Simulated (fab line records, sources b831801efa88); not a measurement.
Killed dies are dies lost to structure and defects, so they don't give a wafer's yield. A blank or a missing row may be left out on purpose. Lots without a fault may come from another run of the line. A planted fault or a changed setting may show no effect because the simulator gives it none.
A struck lot beside a sound one | flow gf180mcu | 15 steps out of a route of 602
Sound: wafers L950.1, L950.2, L950.4. Struck: wafers L956.3, L956.5, L956.6. The cause comes at the end.
At each step with rows: each side's tool, then ch and its chambers, then its first start. Under that, the readings that differ: sound wafers | struck wafers | difference of the means | sigmas: that difference in standard deviations of wafers without a fault.
alike: readings whose means differ by less than 2 such deviations, and words and numbers that are the same on both sides. not compared: withheld readings, readings that some wafer has no value for, bounds like >300 that may hide the same value, and numbers for which the record gives no deviation and whose values overlap.
The two part at a step that has a row with sigmas, a row that says differs or no value, or rows on one side only. Numbers that don't overlap but have no deviation are shown without sigmas and don't part them. A reading that every wafer of one side lacks parts them only if that side has two wafers or more.

GF_VT_IMPLANT_OVL_MEAS_18:
  sound on overlay-02, day 8 04:46; struck on overlay-01, day 10 00:23
  alike: VT_IMPLANT_01_OVL
then, 1 step without rows for these wafers: GF_VT_IMPLANT_IMPLANT_19.
GF_VT_IMPLANT_STRIP_20: strips in O2/N2.
  sound on plasma_asher-03 ch 0,1, day 8 04:57; struck on plasma_asher-02 ch 0,1, day 10 00:35
  alike: drypump_motor_current_A, heater_power_w, oes_product_au, strip_time_to_endpoint_s
  not compared: rf_hours_counter_h
GF_VT_IMPLANT_TW_MEAS_21:
  sound on film_metro-04, day 8 05:03; struck on film_metro-04, day 10 00:41
  alike: VT_IMPLANT_2_TW
then, 7 steps without rows for these wafers: GF_VT_IMPLANT_DEHYDRATE_22 (time 60 s); GF_VT_IMPLANT_HMDS_23 (prime time 60 s); GF_VT_IMPLANT_COAT_24 (resist thk 1000 nm); GF_VT_IMPLANT_SOFTBAKE_25 (time 60 s); GF_VT_IMPLANT_EXPOSE_26 (exposes mask LVPWELL HV AREA, target cd 860 nm); GF_VT_IMPLANT_PEB_27; GF_VT_IMPLANT_DEVELOP_28 (develop time 60 s).
GF_VT_IMPLANT_OVL_MEAS_29:
  sound on overlay-02, day 8 20:37; struck on overlay-02, day 10 17:41
  alike: VT_IMPLANT_02_OVL
GF_VT_IMPLANT_IMPLANT_30:
  sound on implanter-02 ch 0, day 8 20:39; struck on implanter-02 ch 0, day 10 17:45
  reading       | sound                            | struck                           | difference  | sigmas
  dose_ions_cm2 | 2.5363e+12 2.5344e+12 2.5285e+12 | 2.4442e+12 2.4402e+12 2.4416e+12 | -9.1067e+10 | -33
  alike: beam_on_s
GF_VT_IMPLANT_STRIP_31: strips in O2/N2.
  sound on plasma_asher-01 ch 0,1, day 8 20:48; struck on plasma_asher-03 ch 0,1, day 10 17:53
  reading            | sound       | struck      | difference | sigmas
  heater_power_w (W) | 406 336 393 | 297 289 296 | -84        | -2
  alike: drypump_motor_current_A, oes_product_au, strip_time_to_endpoint_s
  not compared: rf_hours_counter_h
-- the record jumps here: 22 days lie between the struck wafers' starts before and after (it left off in module VT_IMPLANT and takes up again in module PASSIVATION, whose first step shown is number 602 of the route) --
GF_PASSIVATION_PROBE_99:
  the record has rows for the struck wafers here (prober-02, day 33 04:16) and none for the sound ones

WHERE THEY PART
First at GF_VT_IMPLANT_IMPLANT_30; last, within this record, at GF_PASSIVATION_PROBE_99.

WHY: what the simulator had put in
Process parameter drift: implanter-02, from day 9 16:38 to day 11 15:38, at GF_VT_IMPLANT_IMPLANT_30. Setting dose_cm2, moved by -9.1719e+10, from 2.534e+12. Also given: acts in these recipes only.
